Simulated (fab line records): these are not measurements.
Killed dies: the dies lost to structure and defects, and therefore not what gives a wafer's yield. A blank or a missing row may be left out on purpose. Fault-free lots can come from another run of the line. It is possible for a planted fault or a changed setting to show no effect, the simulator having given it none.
fab line records :: flow sky130
record
  lots=7
  wafers=21
  last_day=50
route steps=708 shown PASSIVATION@690 PAD_OPEN@694
lots with no fault: from the same line, run without faults
start_h: start of the lot's first displayed wafer, in hours after the record's first day :: wait_h: how many hours have passed since the lot's step before this one :: " the same as in the row above :: L1.1+2: several wafers, shown together as one row :: - value missing, or start not given :: * or withheld: withheld :: < > ~ a bound
route shown NAME@n: names a module that has steps shown in the file, with the first one's number in the route :: usual: the fault-free wafers' mean and standard deviation :: same: alike in all rows :: chamber/n: place in a boat :: sites: the reading at each site :: _std_site: their standard deviation :: _edge_site: mean of outer sites minus mean of inner sites :: radius_mm: how far each site lies from the wafer's centre :: mask NAME#n: copy n :: behind: the tool/chamber that last shaped the wafer :: hold: cause of the lot's hold/its duration in hours/its outcome :: device: whichever transistor did not switch (one of n, p or np) :: end of line: at the end of the route, the tests of the same wafers :: a step without rows: its recipe alone :: killed: dies lost to structure and defects at the first sort, not the wafer's yield :: map: a wafer's dies, marking killed ones x, the rest . and places with no die _
set.NAME: setting as actually run; set.NAME@STEP: the setting as run at that earlier step :: model.NAME: the simulator's own value behind a step, which no gauge read
certain route steps with their lots: each step a table, each wafer a row
services: from which hour (start_h, from the record's first day; less than 0 if before it) a tool's chamber was out of use, for how many hours, and why
## steps
# step SKY_PASSIVATION_PEB_09
# recipe
  temp_c=115
  time_s=withheld
# step SKY_PASSIVATION_DEVELOP_10
# recipe
  develop_time_s=60
  dev_temp_c=23
# step SKY_PASSIVATION_ETCH_11
# recipe
  chemistry=CF4/O2
  target_depth_nm=725
  stop_on=AlCu
  source_w=800
  bias_w=150
  pressure_mtorr=150
  cf4_flow_sccm=80
  O2_flow_sccm=10
  time_s=161.1
# usual
  bias_w=150.0/0.44
  drypump_motor_current_A=5.63/0.26
  oes_product_au=0.975/0.0074
  throttle_valve_pct=5.963/0.0092
lot.wafer: L745.1
tool: rie_diel-03
chamber: 3
start_h: 1056.99
wait_h: -
bias_w: 150.2
drypump_motor_current_A: 5.36
oes_product_au: 0.981
rf_hours_counter_h: 7
throttle_valve_pct: 5.972

lot.wafer: L745.2
tool: rie_diel-03
chamber: 1
start_h: 1056.99
wait_h: -
bias_w: 149.9
drypump_motor_current_A: 5.85
oes_product_au: 0.978
rf_hours_counter_h: 28
throttle_valve_pct: 5.969

lot.wafer: L745.5
tool: rie_diel-03
chamber: 3
start_h: 1056.99
wait_h: -
bias_w: 149.9
drypump_motor_current_A: 5.38
oes_product_au: 0.985
rf_hours_counter_h: -
throttle_valve_pct: 5.973

lot.wafer: L749.3
tool: rie_diel-01
chamber: 2
start_h: 1095.09
wait_h: -
bias_w: 150.4
drypump_motor_current_A: 6.01
oes_product_au: 0.964
rf_hours_counter_h: 6
throttle_valve_pct: 5.973

lot.wafer: L749.5
tool: rie_diel-01
chamber: 0
start_h: 1095.09
wait_h: -
bias_w: 149.2
drypump_motor_current_A: 5.58
oes_product_au: 0.972
rf_hours_counter_h: -
throttle_valve_pct: 5.971

lot.wafer: L749.6
tool: rie_diel-01
chamber: 3
start_h: 1095.09
wait_h: -
bias_w: 150.3
drypump_motor_current_A: 5.84
oes_product_au: 0.975
rf_hours_counter_h: -
throttle_valve_pct: 5.974

lot.wafer: L752.2
tool: rie_diel-01
chamber: 3
start_h: 1115.13
wait_h: -
bias_w: 149.8
drypump_motor_current_A: 5.82
oes_product_au: 0.968
rf_hours_counter_h: 5
throttle_valve_pct: 5.953

lot.wafer: L752.5
tool: rie_diel-01
chamber: 0
start_h: 1115.13
wait_h: -
bias_w: 149.7
drypump_motor_current_A: 5.58
oes_product_au: 0.984
rf_hours_counter_h: -
throttle_valve_pct: 5.974

lot.wafer: L752.6
tool: rie_diel-01
chamber: 1
start_h: 1115.13
wait_h: -
bias_w: 149.9
drypump_motor_current_A: 5.74
oes_product_au: 0.968
rf_hours_counter_h: -
throttle_valve_pct: 5.965

lot.wafer: L753.3
tool: rie_diel-01
chamber: 2
start_h: 1129.21
wait_h: -
bias_w: 150.5
drypump_motor_current_A: 6.04
oes_product_au: 0.971
rf_hours_counter_h: 7
throttle_valve_pct: 5.963

lot.wafer: L753.4
tool: rie_diel-01
chamber: 0
start_h: 1129.21
wait_h: -
bias_w: 149.3
drypump_motor_current_A: 5.56
oes_product_au: 0.981
rf_hours_counter_h: 15
throttle_valve_pct: 5.965

lot.wafer: L753.5
tool: rie_diel-01
chamber: 1
start_h: 1129.21
wait_h: -
bias_w: 149.8
drypump_motor_current_A: 5.75
oes_product_au: 0.967
rf_hours_counter_h: -
throttle_valve_pct: 5.971

lot.wafer: L754.2
tool: rie_diel-01
chamber: 3
start_h: 1131.06
wait_h: -
bias_w: 150.2
drypump_motor_current_A: 5.81
oes_product_au: 0.965
rf_hours_counter_h: 6
throttle_valve_pct: 5.952

lot.wafer: L754.5
tool: rie_diel-01
chamber: 2
start_h: 1131.06
wait_h: -
bias_w: 149.3
drypump_motor_current_A: 6.02
oes_product_au: 0.976
rf_hours_counter_h: -
throttle_valve_pct: 5.967

lot.wafer: L754.6
tool: rie_diel-01
chamber: 1
start_h: 1131.06
wait_h: -
bias_w: 150.2
drypump_motor_current_A: 5.75
oes_product_au: 0.974
rf_hours_counter_h: -
throttle_valve_pct: 5.958

lot.wafer: L755.1
tool: rie_diel-01
chamber: 0
start_h: 1132.09
wait_h: -
bias_w: 149.7
drypump_motor_current_A: 5.58
oes_product_au: 0.964
rf_hours_counter_h: 15
throttle_valve_pct: 5.962

lot.wafer: L755.2
tool: rie_diel-01
chamber: 3
start_h: 1132.09
wait_h: -
bias_w: 150.1
drypump_motor_current_A: 5.82
oes_product_au: 0.968
rf_hours_counter_h: 6
throttle_valve_pct: 5.962

lot.wafer: L755.3
tool: rie_diel-01
chamber: 2
start_h: 1132.09
wait_h: -
bias_w: 150.2
drypump_motor_current_A: 6.00
oes_product_au: 0.970
rf_hours_counter_h: 7
throttle_valve_pct: 5.956

lot.wafer: L765.1
tool: rie_diel-04
chamber: 3
start_h: 1170.33
wait_h: -
bias_w: 149.8
drypump_motor_current_A: 5.62
oes_product_au: 0.963
rf_hours_counter_h: 8
throttle_valve_pct: 5.957

lot.wafer: L765.3
tool: rie_diel-04
chamber: 0
start_h: 1170.33
wait_h: -
bias_w: 150.1
drypump_motor_current_A: 5.77
oes_product_au: 0.957
rf_hours_counter_h: 6
throttle_valve_pct: 5.966

lot.wafer: L765.6
tool: rie_diel-04
chamber: 2
start_h: 1170.33
wait_h: -
bias_w: 149.5
drypump_motor_current_A: 5.47
oes_product_au: 0.974
rf_hours_counter_h: -
throttle_valve_pct: 5.963
# step SKY_PASSIVATION_STRIP_12
# recipe
  chemistry=O2/N2
  power_w=1400
  pressure_mtorr=1500
  platen_temp_c=withheld
  overash_fraction=0.7
  o2_flow_sccm=3000
  n2_flow_sccm=300
# usual
  chamber_pressure_mTorr=1499.9/1.4
  drypump_motor_current_A=5.75/0.27
  oes_product_au=0.661/0.0044
  strip_time_to_endpoint_s=31.56/0.16
lot.wafer: L745.1
tool: plasma_asher-01
chamber: 0
start_h: 1057.10
wait_h: 0.1
chamber_pressure_mTorr: 1499.9
drypump_motor_current_A: 6.02
oes_product_au: 0.662
rf_hours_counter_h: 90
strip_time_to_endpoint_s: 31.59

lot.wafer: L745.2
tool: plasma_asher-01
chamber: 1
start_h: 1057.10
wait_h: 0.1
chamber_pressure_mTorr: 1500.4
drypump_motor_current_A: 5.45
oes_product_au: 0.657
rf_hours_counter_h: 90
strip_time_to_endpoint_s: 31.69

lot.wafer: L745.5
tool: plasma_asher-01
chamber: 0
start_h: 1057.10
wait_h: 0.1
chamber_pressure_mTorr: 1499.5
drypump_motor_current_A: 6.01
oes_product_au: 0.657
rf_hours_counter_h: -
strip_time_to_endpoint_s: 31.52

lot.wafer: L749.3
tool: plasma_asher-04
chamber: 1
start_h: 1095.23
wait_h: 0.1
chamber_pressure_mTorr: 1500.6
drypump_motor_current_A: 5.78
oes_product_au: 0.664
rf_hours_counter_h: -
strip_time_to_endpoint_s: 31.66

lot.wafer: L749.5
tool: plasma_asher-04
chamber: 1
start_h: 1095.23
wait_h: 0.1
chamber_pressure_mTorr: 1500.8
drypump_motor_current_A: 5.80
oes_product_au: 0.652
rf_hours_counter_h: -
strip_time_to_endpoint_s: 31.52

lot.wafer: L749.6
tool: plasma_asher-04
chamber: 0
start_h: 1095.23
wait_h: 0.1
chamber_pressure_mTorr: 1499.8
drypump_motor_current_A: 6.20
oes_product_au: 0.659
rf_hours_counter_h: -
strip_time_to_endpoint_s: 31.57

lot.wafer: L752.2
tool: plasma_asher-04
chamber: 1
start_h: 1115.24
wait_h: 0.1
chamber_pressure_mTorr: 1502.2
drypump_motor_current_A: 5.79
oes_product_au: 0.653
rf_hours_counter_h: 38
strip_time_to_endpoint_s: 31.72

lot.wafer: L752.5
tool: plasma_asher-04
chamber: 0
start_h: 1115.24
wait_h: 0.1
chamber_pressure_mTorr: 1502.3
drypump_motor_current_A: 6.18
oes_product_au: 0.660
rf_hours_counter_h: -
strip_time_to_endpoint_s: 31.56

lot.wafer: L752.6
tool: plasma_asher-04
chamber: 1
start_h: 1115.24
wait_h: 0.1
chamber_pressure_mTorr: 1497.4
drypump_motor_current_A: 5.77
oes_product_au: 0.664
rf_hours_counter_h: -
strip_time_to_endpoint_s: 31.98

lot.wafer: L753.3
tool: plasma_asher-02
chamber: 1
start_h: 1129.35
wait_h: 0.1
chamber_pressure_mTorr: 1499.4
drypump_motor_current_A: 5.45
oes_product_au: 0.662
rf_hours_counter_h: -
strip_time_to_endpoint_s: 31.46

lot.wafer: L753.4
tool: plasma_asher-02
chamber: 0
start_h: 1129.35
wait_h: 0.1
chamber_pressure_mTorr: 1502.0
drypump_motor_current_A: 5.73
oes_product_au: 0.667
rf_hours_counter_h: -
strip_time_to_endpoint_s: 31.41

lot.wafer: L753.5
tool: plasma_asher-02
chamber: 0
start_h: 1129.35
wait_h: 0.1
chamber_pressure_mTorr: 1502.8
drypump_motor_current_A: 5.74
oes_product_au: 0.657
rf_hours_counter_h: -
strip_time_to_endpoint_s: 31.67

lot.wafer: L754.2
tool: plasma_asher-02
chamber: 0
start_h: 1131.16
wait_h: 0.1
chamber_pressure_mTorr: 1498.9
drypump_motor_current_A: 5.73
oes_product_au: 0.666
rf_hours_counter_h: 7
strip_time_to_endpoint_s: 31.60

lot.wafer: L754.5
tool: plasma_asher-02
chamber: 0
start_h: 1131.16
wait_h: 0.1
chamber_pressure_mTorr: 1496.8
drypump_motor_current_A: 5.75
oes_product_au: 0.663
rf_hours_counter_h: -
strip_time_to_endpoint_s: 31.67

lot.wafer: L754.6
tool: plasma_asher-02
chamber: 1
start_h: 1131.16
wait_h: 0.1
chamber_pressure_mTorr: 1496.1
drypump_motor_current_A: 5.46
oes_product_au: 0.671
rf_hours_counter_h: -
strip_time_to_endpoint_s: 31.80

lot.wafer: L755.1
tool: plasma_asher-01
chamber: 1
start_h: 1132.20
wait_h: 0.1
chamber_pressure_mTorr: 1501.3
drypump_motor_current_A: 5.43
oes_product_au: 0.660
rf_hours_counter_h: 98
strip_time_to_endpoint_s: 31.67

lot.wafer: L755.2
tool: plasma_asher-01
chamber: 0
start_h: 1132.20
wait_h: 0.1
chamber_pressure_mTorr: 1498.9
drypump_motor_current_A: 6.01
oes_product_au: 0.659
rf_hours_counter_h: 98
strip_time_to_endpoint_s: 31.57

lot.wafer: L755.3
tool: plasma_asher-01
chamber: 0
start_h: 1132.20
wait_h: 0.1
chamber_pressure_mTorr: 1501.6
drypump_motor_current_A: 6.01
oes_product_au: 0.660
rf_hours_counter_h: -
strip_time_to_endpoint_s: 31.51

lot.wafer: L765.1
tool: plasma_asher-01
chamber: 0
start_h: 1170.44
wait_h: 0.1
chamber_pressure_mTorr: 1500.1
drypump_motor_current_A: 6.00
oes_product_au: 0.654
rf_hours_counter_h: 102
strip_time_to_endpoint_s: 31.52

lot.wafer: L765.3
tool: plasma_asher-01
chamber: 0
start_h: 1170.44
wait_h: 0.1
chamber_pressure_mTorr: 1499.4
drypump_motor_current_A: 6.03
oes_product_au: 0.660
rf_hours_counter_h: -
strip_time_to_endpoint_s: 31.21

lot.wafer: L765.6
tool: plasma_asher-01
chamber: 1
start_h: 1170.44
wait_h: 0.1
chamber_pressure_mTorr: 1498.9
drypump_motor_current_A: 5.43
oes_product_au: 0.665
rf_hours_counter_h: -
strip_time_to_endpoint_s: 31.52
# step SKY_PAD_OPEN_DEHYDRATE_00
# recipe
  temp_c=200
  time_s=60
# step SKY_PAD_OPEN_HMDS_01
# recipe
  prime_time_s=60
  prime_temp_c=120
# step SKY_PAD_OPEN_COAT_02
# recipe
  spin_rpm=2000
  resist_thk_nm=3000
# step SKY_PAD_OPEN_SOFTBAKE_03
# recipe
  temp_c=109.1
  time_s=withheld
# step SKY_PAD_OPEN_EXPOSE_04
# recipe
  mask_id=PDM
  target_cd_nm=60000
  na=0.57
  dose_mj=260
# step SKY_PAD_OPEN_PEB_05
# recipe
  temp_c=115
  time_s=withheld
# step SKY_PAD_OPEN_DEVELOP_06
# recipe
  develop_time_s=60
  dev_temp_c=23
# step SKY_PAD_OPEN_ETCH_07
# recipe
  chemistry=CF4/O2
  target_depth_nm=725
  stop_on=AlCu
  source_w=800
  bias_w=150
  pressure_mtorr=150
  cf4_flow_sccm=80
  O2_flow_sccm=10
  time_s=161.1
# usual
  bias_w=150.0/0.45
  drypump_motor_current_A=5.62/0.29
  oes_product_au=0.976/0.0078
  throttle_valve_pct=5.962/0.0088
lot.wafer: L745.1
tool: rie_diel-03
chamber: 0
start_h: 1078.27
wait_h: -
bias_w: 150.4
drypump_motor_current_A: 5.09
oes_product_au: 0.971
rf_hours_counter_h: 13
throttle_valve_pct: 5.965

lot.wafer: L745.2
tool: rie_diel-03
chamber: 3
start_h: 1078.27
wait_h: -
bias_w: 150.2
drypump_motor_current_A: 5.35
oes_product_au: 0.977
rf_hours_counter_h: 8
throttle_valve_pct: 5.983

lot.wafer: L745.5
tool: rie_diel-03
chamber: 3
start_h: 1078.27
wait_h: -
bias_w: 150.4
drypump_motor_current_A: 5.37
oes_product_au: 0.992
rf_hours_counter_h: -
throttle_valve_pct: 5.968

lot.wafer: L749.3
tool: rie_diel-04
chamber: 3
start_h: 1115.07
wait_h: -
bias_w: 150.2
drypump_motor_current_A: 5.62
oes_product_au: 0.970
rf_hours_counter_h: 7
throttle_valve_pct: 5.956

lot.wafer: L749.5
tool: rie_diel-04
chamber: 1
start_h: 1115.07
wait_h: -
bias_w: 149.8
drypump_motor_current_A: 5.68
oes_product_au: 0.974
rf_hours_counter_h: -
throttle_valve_pct: 5.967

lot.wafer: L749.6
tool: rie_diel-04
chamber: 0
start_h: 1115.07
wait_h: -
bias_w: 149.7
drypump_motor_current_A: 5.75
oes_product_au: 0.981
rf_hours_counter_h: -
throttle_valve_pct: 5.966

lot.wafer: L752.2
tool: rie_diel-03
chamber: 2
start_h: 1133.94
wait_h: -
bias_w: 149.8
drypump_motor_current_A: 5.74
oes_product_au: 0.972
rf_hours_counter_h: 3
throttle_valve_pct: 5.952

lot.wafer: L752.5
tool: rie_diel-03
chamber: 1
start_h: 1133.94
wait_h: -
bias_w: 150.4
drypump_motor_current_A: 5.81
oes_product_au: 0.977
rf_hours_counter_h: -
throttle_valve_pct: 5.966

lot.wafer: L752.6
tool: rie_diel-03
chamber: 2
start_h: 1133.94
wait_h: -
bias_w: 150.5
drypump_motor_current_A: 5.72
oes_product_au: 0.984
rf_hours_counter_h: -
throttle_valve_pct: 5.957

lot.wafer: L753.3
tool: rie_diel-04
chamber: 2
start_h: 1148.28
wait_h: -
bias_w: 150.5
drypump_motor_current_A: 5.45
oes_product_au: 0.979
rf_hours_counter_h: 23
throttle_valve_pct: 5.958

lot.wafer: L753.4
tool: rie_diel-04
chamber: 0
start_h: 1148.28
wait_h: -
bias_w: 149.7
drypump_motor_current_A: 5.76
oes_product_au: 0.983
rf_hours_counter_h: 5
throttle_valve_pct: 5.972

lot.wafer: L753.5
tool: rie_diel-04
chamber: 3
start_h: 1148.28
wait_h: -
bias_w: 149.7
drypump_motor_current_A: 5.62
oes_product_au: 0.972
rf_hours_counter_h: -
throttle_valve_pct: 5.950

lot.wafer: L754.2
tool: rie_diel-03
chamber: 0
start_h: 1150.23
wait_h: -
bias_w: 150.3
drypump_motor_current_A: 5.00
oes_product_au: 0.972
rf_hours_counter_h: 16
throttle_valve_pct: 5.962

lot.wafer: L754.5
tool: rie_diel-03
chamber: 1
start_h: 1150.23
wait_h: -
bias_w: 149.6
drypump_motor_current_A: 5.84
oes_product_au: 0.977
rf_hours_counter_h: -
throttle_valve_pct: 5.971

lot.wafer: L754.6
tool: rie_diel-03
chamber: 2
start_h: 1150.23
wait_h: -
bias_w: 150.0
drypump_motor_current_A: 5.72
oes_product_au: 0.975
rf_hours_counter_h: -
throttle_valve_pct: 5.941

lot.wafer: L755.1
tool: rie_diel-03
chamber: 2
start_h: 1150.89
wait_h: -
bias_w: 149.7
drypump_motor_current_A: 5.70
oes_product_au: 0.966
rf_hours_counter_h: 4
throttle_valve_pct: 5.975

lot.wafer: L755.2
tool: rie_diel-03
chamber: 3
start_h: 1150.89
wait_h: -
bias_w: 149.5
drypump_motor_current_A: 5.36
oes_product_au: 0.974
rf_hours_counter_h: 11
throttle_valve_pct: 5.960

lot.wafer: L755.3
tool: rie_diel-03
chamber: 1
start_h: 1150.89
wait_h: -
bias_w: 150.0
drypump_motor_current_A: 5.86
oes_product_au: 0.973
rf_hours_counter_h: 31
throttle_valve_pct: 5.966

lot.wafer: L765.1
tool: rie_diel-03
chamber: 1
start_h: 1185.98
wait_h: -
bias_w: 149.9
drypump_motor_current_A: 5.88
oes_product_au: 0.961
rf_hours_counter_h: 33
throttle_valve_pct: 5.950

lot.wafer: L765.3
tool: rie_diel-03
chamber: 3
start_h: 1185.98
wait_h: -
bias_w: 148.9
drypump_motor_current_A: 5.34
oes_product_au: 0.964
rf_hours_counter_h: 12
throttle_valve_pct: 5.955

lot.wafer: L765.6
tool: rie_diel-03
chamber: 0
start_h: 1185.98
wait_h: -
bias_w: 150.3
drypump_motor_current_A: 5.09
oes_product_au: 0.977
rf_hours_counter_h: -
throttle_valve_pct: 5.956
# step SKY_PAD_OPEN_STRIP_08
# recipe
  chemistry=O2/N2
  power_w=1400
  pressure_mtorr=1500
  platen_temp_c=withheld
  overash_fraction=0.7
  o2_flow_sccm=3000
  n2_flow_sccm=300
# usual
  chamber_pressure_mTorr=1499.9/1.3
  drypump_motor_current_A=5.60/0.25
  oes_product_au=0.663/0.0041
  strip_time_to_endpoint_s=37.18/0.1
lot.wafer: L745.1
tool: plasma_asher-01
chamber: 1
start_h: 1078.37
wait_h: 0.1
chamber_pressure_mTorr: 1498.3
drypump_motor_current_A: 5.45
oes_product_au: 0.665
rf_hours_counter_h: 92
strip_time_to_endpoint_s: 37.22
model.coat_of_PAD_OPEN_COAT_02.thk_nm: 0

lot.wafer: L745.2
tool: plasma_asher-01
chamber: 0
start_h: 1078.37
wait_h: 0.1
chamber_pressure_mTorr: 1501.1
drypump_motor_current_A: 6.00
oes_product_au: 0.663
rf_hours_counter_h: 92
strip_time_to_endpoint_s: 37.11
model.coat_of_PAD_OPEN_COAT_02.thk_nm: 0

lot.wafer: L745.5
tool: plasma_asher-01
chamber: 0
start_h: 1078.37
wait_h: 0.1
chamber_pressure_mTorr: 1498.8
drypump_motor_current_A: 6.01
oes_product_au: 0.657
rf_hours_counter_h: -
strip_time_to_endpoint_s: 37.03
model.coat_of_PAD_OPEN_COAT_02.thk_nm: 0

lot.wafer: L749.3
tool: plasma_asher-02
chamber: 1
start_h: 1115.21
wait_h: 0.1
chamber_pressure_mTorr: 1501.1
drypump_motor_current_A: 5.46
oes_product_au: 0.663
rf_hours_counter_h: -
strip_time_to_endpoint_s: 37.09
model.coat_of_PAD_OPEN_COAT_02.thk_nm: 0

lot.wafer: L749.5
tool: plasma_asher-02
chamber: 0
start_h: 1115.21
wait_h: 0.1
chamber_pressure_mTorr: 1503.3
drypump_motor_current_A: 5.72
oes_product_au: 0.664
rf_hours_counter_h: -
strip_time_to_endpoint_s: 36.96
model.coat_of_PAD_OPEN_COAT_02.thk_nm: 0

lot.wafer: L749.6
tool: plasma_asher-02
chamber: 1
start_h: 1115.21
wait_h: 0.1
chamber_pressure_mTorr: 1500.8
drypump_motor_current_A: 5.47
oes_product_au: 0.664
rf_hours_counter_h: -
strip_time_to_endpoint_s: 37.05
model.coat_of_PAD_OPEN_COAT_02.thk_nm: 0

lot.wafer: L752.2
tool: plasma_asher-02
chamber: 1
start_h: 1134.05
wait_h: 0.1
chamber_pressure_mTorr: -
drypump_motor_current_A: -
oes_product_au: -
rf_hours_counter_h: -
strip_time_to_endpoint_s: -
model.coat_of_PAD_OPEN_COAT_02.thk_nm: 3023

lot.wafer: L752.5
tool: plasma_asher-02
chamber: 0
start_h: 1134.05
wait_h: 0.1
chamber_pressure_mTorr: -
drypump_motor_current_A: -
oes_product_au: -
rf_hours_counter_h: -
strip_time_to_endpoint_s: -
model.coat_of_PAD_OPEN_COAT_02.thk_nm: 3016

lot.wafer: L752.6
tool: plasma_asher-02
chamber: 1
start_h: 1134.05
wait_h: 0.1
chamber_pressure_mTorr: -
drypump_motor_current_A: -
oes_product_au: -
rf_hours_counter_h: -
strip_time_to_endpoint_s: -
model.coat_of_PAD_OPEN_COAT_02.thk_nm: 3014

lot.wafer: L753.3
tool: plasma_asher-02
chamber: 1
start_h: 1148.42
wait_h: 0.1
chamber_pressure_mTorr: -
drypump_motor_current_A: -
oes_product_au: -
rf_hours_counter_h: -
strip_time_to_endpoint_s: -
model.coat_of_PAD_OPEN_COAT_02.thk_nm: 2998

lot.wafer: L753.4
tool: plasma_asher-02
chamber: 0
start_h: 1148.42
wait_h: 0.1
chamber_pressure_mTorr: -
drypump_motor_current_A: -
oes_product_au: -
rf_hours_counter_h: -
strip_time_to_endpoint_s: -
model.coat_of_PAD_OPEN_COAT_02.thk_nm: 2992

lot.wafer: L753.5
tool: plasma_asher-02
chamber: 0
start_h: 1148.42
wait_h: 0.1
chamber_pressure_mTorr: -
drypump_motor_current_A: -
oes_product_au: -
rf_hours_counter_h: -
strip_time_to_endpoint_s: -
model.coat_of_PAD_OPEN_COAT_02.thk_nm: 2993

lot.wafer: L754.2
tool: plasma_asher-02
chamber: 0
start_h: 1150.34
wait_h: 0.1
chamber_pressure_mTorr: -
drypump_motor_current_A: -
oes_product_au: -
rf_hours_counter_h: -
strip_time_to_endpoint_s: -
model.coat_of_PAD_OPEN_COAT_02.thk_nm: 3016

lot.wafer: L754.5
tool: plasma_asher-02
chamber: 0
start_h: 1150.34
wait_h: 0.1
chamber_pressure_mTorr: -
drypump_motor_current_A: -
oes_product_au: -
rf_hours_counter_h: -
strip_time_to_endpoint_s: -
model.coat_of_PAD_OPEN_COAT_02.thk_nm: 3017

lot.wafer: L754.6
tool: plasma_asher-02
chamber: 1
start_h: 1150.34
wait_h: 0.1
chamber_pressure_mTorr: -
drypump_motor_current_A: -
oes_product_au: -
rf_hours_counter_h: -
strip_time_to_endpoint_s: -
model.coat_of_PAD_OPEN_COAT_02.thk_nm: 3023

lot.wafer: L755.1
tool: plasma_asher-02
chamber: 1
start_h: 1151.00
wait_h: 0.1
chamber_pressure_mTorr: 1496.7
drypump_motor_current_A: 5.45
oes_product_au: 0.664
rf_hours_counter_h: 9
strip_time_to_endpoint_s: 37.22
model.coat_of_PAD_OPEN_COAT_02.thk_nm: 0

lot.wafer: L755.2
tool: plasma_asher-02
chamber: 0
start_h: 1151.00
wait_h: 0.1
chamber_pressure_mTorr: 1497.5
drypump_motor_current_A: 5.73
oes_product_au: 0.662
rf_hours_counter_h: 9
strip_time_to_endpoint_s: 37.17
model.coat_of_PAD_OPEN_COAT_02.thk_nm: 0

lot.wafer: L755.3
tool: plasma_asher-02
chamber: 0
start_h: 1151.00
wait_h: 0.1
chamber_pressure_mTorr: 1500.4
drypump_motor_current_A: 5.73
oes_product_au: 0.660
rf_hours_counter_h: -
strip_time_to_endpoint_s: 37.36
model.coat_of_PAD_OPEN_COAT_02.thk_nm: 0

lot.wafer: L765.1
tool: plasma_asher-01
chamber: 0
start_h: 1186.09
wait_h: 0.1
chamber_pressure_mTorr: 1502.5
drypump_motor_current_A: 5.99
oes_product_au: 0.664
rf_hours_counter_h: 104
strip_time_to_endpoint_s: 37.22
model.coat_of_PAD_OPEN_COAT_02.thk_nm: 0

lot.wafer: L765.3
tool: plasma_asher-01
chamber: 0
start_h: 1186.09
wait_h: 0.1
chamber_pressure_mTorr: 1500.3
drypump_motor_current_A: 5.99
oes_product_au: 0.657
rf_hours_counter_h: -
strip_time_to_endpoint_s: 37.30
model.coat_of_PAD_OPEN_COAT_02.thk_nm: 0

lot.wafer: L765.6
tool: plasma_asher-01
chamber: 0
start_h: 1186.09
wait_h: 0.1
chamber_pressure_mTorr: 1503.3
drypump_motor_current_A: 6.00
oes_product_au: 0.663
rf_hours_counter_h: -
strip_time_to_endpoint_s: 37.28
model.coat_of_PAD_OPEN_COAT_02.thk_nm: 0
# step SKY_PAD_OPEN_STRIP_09
# recipe
  chemistry=post_etch_residue_remover
  time_s=1200
  temp_c=72.5
## services
tool: rie_diel-03
chamber: 2
start_h: 1044.72
hours: -
kind: clean

tool: rie_diel-03
chamber: 2
start_h: 1044.72
hours: 18.2
kind: scheduled_down

tool: rie_diel-03
chamber: 2
start_h: 1044.72
hours: 18.2
kind: vent_cycle

tool: plasma_asher-02
chamber: -
start_h: 1055.25
hours: 9.0
kind: pm

tool: plasma_asher-02
chamber: 0
start_h: 1055.25
hours: 9.0
kind: vent_cycle

tool: plasma_asher-02
chamber: 1
start_h: 1055.25
hours: 9.0
kind: vent_cycle

tool: plasma_asher-02
chamber: 0
start_h: 1064.25
hours: -
kind: clean

tool: plasma_asher-02
chamber: 1
start_h: 1064.25
hours: -
kind: clean

tool: plasma_asher-04
chamber: -
start_h: 1066.93
hours: 3.0
kind: repair

tool: rie_diel-03
chamber: -
start_h: 1084.58
hours: 4.0
kind: repair

tool: rie_diel-01
chamber: -
start_h: 1092.01
hours: 2.8
kind: pm

tool: rie_diel-01
chamber: -
start_h: 1096.63
hours: 0.5
kind: repair

tool: rie_diel-04
chamber: -
start_h: 1118.28
hours: 14.6
kind: pm

tool: rie_diel-01
chamber: 1
start_h: 1137.43
hours: -
kind: clean

tool: rie_diel-01
chamber: 1
start_h: 1137.43
hours: 28.4
kind: scheduled_down

tool: rie_diel-01
chamber: 1
start_h: 1137.43
hours: 28.4
kind: vent_cycle

tool: plasma_asher-02
chamber: -
start_h: 1152.12
hours: 28.1
kind: pm

tool: rie_diel-04
chamber: 3
start_h: 1156.30
hours: 4.6
kind: repair
## key
first_sign
  step=SKY_PAD_OPEN_STRIP_08
  reading=tool_record
  direction=missing
effect none on later readings
model_effect
  step=SKY_PAD_OPEN_STRIP_08
  value=coat_of_PAD_OPEN_COAT_02.thk_nm
  without=0
  struck=3010
met_at SKY_PAD_OPEN_STRIP_08
struck_wafers L752.2,L752.5,L752.6,L753.3,L753.4,L753.5,L754.2,L754.5,L754.6
sort_left_out L754.2,L754.5,L754.6
onset_between 1115.21 1134.05
fault
  kind=skipped_step_whole
  tool=plasma_asher-02
  chamber=-
  onset_h=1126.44
  steps=SKY_PAD_OPEN_STRIP_08
  scope=struck_lots_only
# sort_left_out: the simulated sort isn't trusted on such a fault, so these wafers' sort isn't shown, and their yield isn't known
